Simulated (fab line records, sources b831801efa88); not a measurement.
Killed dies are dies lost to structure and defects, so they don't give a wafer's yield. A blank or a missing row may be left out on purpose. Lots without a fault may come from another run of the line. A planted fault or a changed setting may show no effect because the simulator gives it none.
One fault seen from 2 desks | flow sky130 | each desk has only its own numbers; what lay behind them comes last

THE METROLOGY DESK
What the gauges read, lot by lot, whatever tool the lot ran on: means of the sampled wafers that have a number. A lot is out of limits, marked OUT, if its mean lies more than 4 standard deviations from the usual mean; the brackets give that distance.
Columns: A = LDD_N_OVL at SKY_LDD_N_OVL_MEAS_07, usual -0.3 nm
lot  | first seen here | A
L539 | day 20 09:19    | 0.3
L540 | day 20 14:56    | 0.5
L545 | day 22 14:46    | -0.0
L547 | day 22 23:13    | -1.9
L554 | day 25 19:52    | 1.4
L555 | day 26 02:13    | -1.2
This desk's finding: nothing out of limits on any of the 6 lots.

THE TOOL OWNER'S DESK: implanter-02
The tool's own readings at SKY_LDD_N_IMPLANT_14: means of the sampled wafers that have a number, for each lot that ran on this tool. A lot is out of limits, marked OUT, if its mean lies more than 4 standard deviations from the usual mean; the brackets give that distance.
Columns: A = dose_ions_cm2 at SKY_LDD_N_IMPLANT_14, usual 5e+12; B = faraday_current_uA at SKY_LDD_N_IMPLANT_14, usual 28.1
lot  | first seen here | A                       | B
L540 | day 20 15:56    | 5e+12                   | 27.9
L545 | day 22 15:42    | 7e+12 (+99 or more) OUT | 40.4 (+21) OUT
L547 | day 23 00:09    | 7e+12 (+99 or more) OUT | 40.4 (+21) OUT
L555 | day 26 03:09    | 5e+12                   | 27.7
This desk's finding: out of limits on L545, L547; first on L545, day 22 15:42 (dose_ions_cm2 at SKY_LDD_N_IMPLANT_14). In limits: L540, L555.

PUT TOGETHER
The tool owner's desk could have raised an alarm at day 22 15:42, on L545, L547.
The metrology desk saw nothing out of limits.
The metrology desk has L545, L547 on record, within its limits.
Of the lots named, all ran SKY_LDD_N_IMPLANT_14 on implanter-02.

WHAT THE SIMULATOR HAD PUT IN
Process parameter drift: implanter-02, from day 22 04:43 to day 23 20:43, at SKY_LDD_N_IMPLANT_14. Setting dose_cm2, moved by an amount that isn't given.
Lots struck among those shown: L545, L547.
Hours from the fault's start to each desk's first reading out of limits: the tool owner's desk, 11.
